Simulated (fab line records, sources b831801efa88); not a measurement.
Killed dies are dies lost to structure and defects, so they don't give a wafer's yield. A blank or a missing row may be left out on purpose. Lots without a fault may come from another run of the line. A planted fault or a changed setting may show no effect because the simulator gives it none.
A struck lot beside a sound one | flow sky130 | 43 steps out of a route of 708
Sound: wafers L294.1, L294.4, L294.6. Struck: wafer L286.4. (L286.1, L286.6 of the same lot were not struck and are left out.) The cause comes at the end.
At each step with rows: each side's tool, then ch and its chambers, then its first start. Under that, the readings that differ: sound wafers | struck wafers | difference of the means | sigmas: that difference in standard deviations of wafers without a fault.
alike: readings whose means differ by less than 2 such deviations, and words and numbers that are the same on both sides. not compared: withheld readings, readings that some wafer has no value for, bounds like >300 that may hide the same value, and numbers for which the record gives no deviation and whose values overlap.
The two part at a step that has a row with sigmas, a row that says differs or no value, or rows on one side only. Numbers that don't overlap but have no deviation are shown without sigmas and don't part them. A reading that every wafer of one side lacks parts them only if that side has two wafers or more.

first, 8 steps without rows for these wafers: SKY_POLY_CUT_DEHYDRATE_00 (time 60 s); SKY_POLY_CUT_HMDS_01 (prime time 60 s); SKY_POLY_CUT_COAT_02 (resist thk 60 nm); SKY_POLY_CUT_COAT_03 (resist thk 450 nm); SKY_POLY_CUT_SOFTBAKE_04 (time 90 s); SKY_POLY_CUT_EXPOSE_05 (exposes mask NPCM, target cd 270 nm); SKY_POLY_CUT_PEB_06; SKY_POLY_CUT_DEVELOP_07 (develop time 60 s).
SKY_POLY_CUT_CD_MEAS_08: target cd 270 nm.
  sound on cd_sem-02, day 29 12:40; struck on cd_sem-02, day 26 11:43
  alike: cd_nm
SKY_POLY_CUT_OVL_MEAS_09:
  sound on overlay-01, day 29 12:47; struck on overlay-02, day 26 11:50
  alike: POLY_CUT_OVL
SKY_POLY_CUT_ETCH_10: etches BARC in N2/H2, stops on SiO2, time 45.9 s, target depth 60 nm.
  sound on rie_diel-04 ch 1,2,3, day 29 12:50; struck on rie_diel-02 ch 0, day 26 11:52
  alike: drypump_motor_current_A, oes_product_au, throttle_valve_pct
  not compared: rf_hours_counter_h
SKY_POLY_CUT_ETCH_11: etches Si3N4 in CF4/CH2F2/Ar, stops on poly-Si, time 42.5 s, target depth 60 nm.
  sound on rie_diel-04 ch 1,2,3, day 29 12:52; struck on rie_diel-02 ch 0, day 26 11:55
  alike: drypump_motor_current_A, oes_product_au, throttle_valve_pct
  not compared: rf_hours_counter_h
SKY_POLY_CUT_STRIP_12: strips in O2/N2.
  sound on plasma_asher-02 ch 0,1, day 29 12:55; struck on plasma_asher-01 ch 1, day 26 11:57
  alike: drypump_motor_current_A, oes_product_au, strip_time_to_endpoint_s
  not compared: rf_hours_counter_h
then, 7 steps without rows for these wafers: SKY_SD_P_DEHYDRATE_00 (time 60 s); SKY_SD_P_HMDS_01 (prime time 60 s); SKY_SD_P_COAT_02 (resist thk 1140 nm); SKY_SD_P_SOFTBAKE_03 (time 60 s); SKY_SD_P_EXPOSE_04 (exposes mask PSDM, target cd 380 nm); SKY_SD_P_PEB_05; SKY_SD_P_DEVELOP_06 (develop time 60 s).
SKY_SD_P_CD_MEAS_07: target cd 380 nm.
  sound on cd_sem-01, day 30 16:40; struck on cd_sem-01, day 27 16:56
  alike: cd_nm
SKY_SD_P_OVL_MEAS_08:
  sound on overlay-02, day 30 16:47; struck on overlay-02, day 27 17:03
  reading       | sound         | struck | difference | sigmas
  SD_P_OVL (nm) | -1.2 0.8 -1.0 | 3.3    | +3.8       | +3
then, 1 step without rows for these wafers: SKY_SD_P_IMPLANT_09.
SKY_SD_P_STRIP_10: strips in O2/N2.
  sound on plasma_asher-04 ch 1, day 30 16:58; struck on plasma_asher-04 ch 0, day 27 17:14
  alike: drypump_motor_current_A, oes_product_au, strip_time_to_endpoint_s
  not compared: rf_hours_counter_h
SKY_SD_P_TW_MEAS_11:
  sound on film_metro-01, day 30 17:04; struck on film_metro-02, day 27 17:20
  alike: SD_P_TW
then, 8 steps without rows for these wafers: SKY_RES_XHIGH_DEHYDRATE_00 (time 60 s); SKY_RES_XHIGH_HMDS_01 (prime time 60 s); SKY_RES_XHIGH_COAT_02 (resist thk 1140 nm); SKY_RES_XHIGH_SOFTBAKE_03 (time 60 s); SKY_RES_XHIGH_EXPOSE_04 (exposes mask URPM, target cd 1270 nm); SKY_RES_XHIGH_PEB_05; SKY_RES_XHIGH_DEVELOP_06 (develop time 60 s); SKY_RES_XHIGH_IMPLANT_07.
SKY_RES_XHIGH_STRIP_08: strips in O2/N2.
  sound on plasma_asher-04 ch 0,1, day 31 19:52; struck on plasma_asher-01 ch 1, day 28 21:19
  reading                     | sound       | struck | difference | sigmas
  drypump_motor_current_A (A) | 6.4 6.4 6.6 | 5.3    | -1.2       | -2
  alike: oes_product_au, strip_time_to_endpoint_s
  not compared: rf_hours_counter_h
SKY_RES_XHIGH_TW_MEAS_09:
  sound on film_metro-01, day 31 19:58; struck on film_metro-02, day 28 21:25
  alike: RES_XHIGH_TW
then, 7 steps without rows for these wafers: SKY_SD_N_DEHYDRATE_00 (time 60 s); SKY_SD_N_HMDS_01 (prime time 60 s); SKY_SD_N_COAT_02 (resist thk 1140 nm); SKY_SD_N_SOFTBAKE_03 (time 60 s); SKY_SD_N_EXPOSE_04 (exposes mask NSDM, target cd 380 nm); SKY_SD_N_PEB_05; SKY_SD_N_DEVELOP_06 (develop time 60 s).
-- the record jumps here: 19 days lie between the struck wafers' starts before and after (it left off in module SD_N and takes up again in module PAD_OPEN, whose first step shown is number 708 of the route) --
SKY_PAD_OPEN_PROBE_99:
  sound on prober-02, day 49 10:16; struck on prober-02, day 47 18:54
  reading             | sound    | struck | difference | sigmas
  killed_at_front_end | 7 13 19  | 53     | +40        | +9
  killed_dies         | 85 87 97 | 118    | +28        | +3
  killed_on_rim       | 16 20 16 | 27     | +10        | +3
  killed_open         | 55 52 60 | 32     | -24        | -3
  alike: killed_at_M0_to_M3, killed_at_M4_up, killed_at_contacts, killed_at_other, killed_short

WHERE THEY PART
First at SKY_SD_P_OVL_MEAS_08; last, within this record, at SKY_PAD_OPEN_PROBE_99.

WHY: what the simulator had put in
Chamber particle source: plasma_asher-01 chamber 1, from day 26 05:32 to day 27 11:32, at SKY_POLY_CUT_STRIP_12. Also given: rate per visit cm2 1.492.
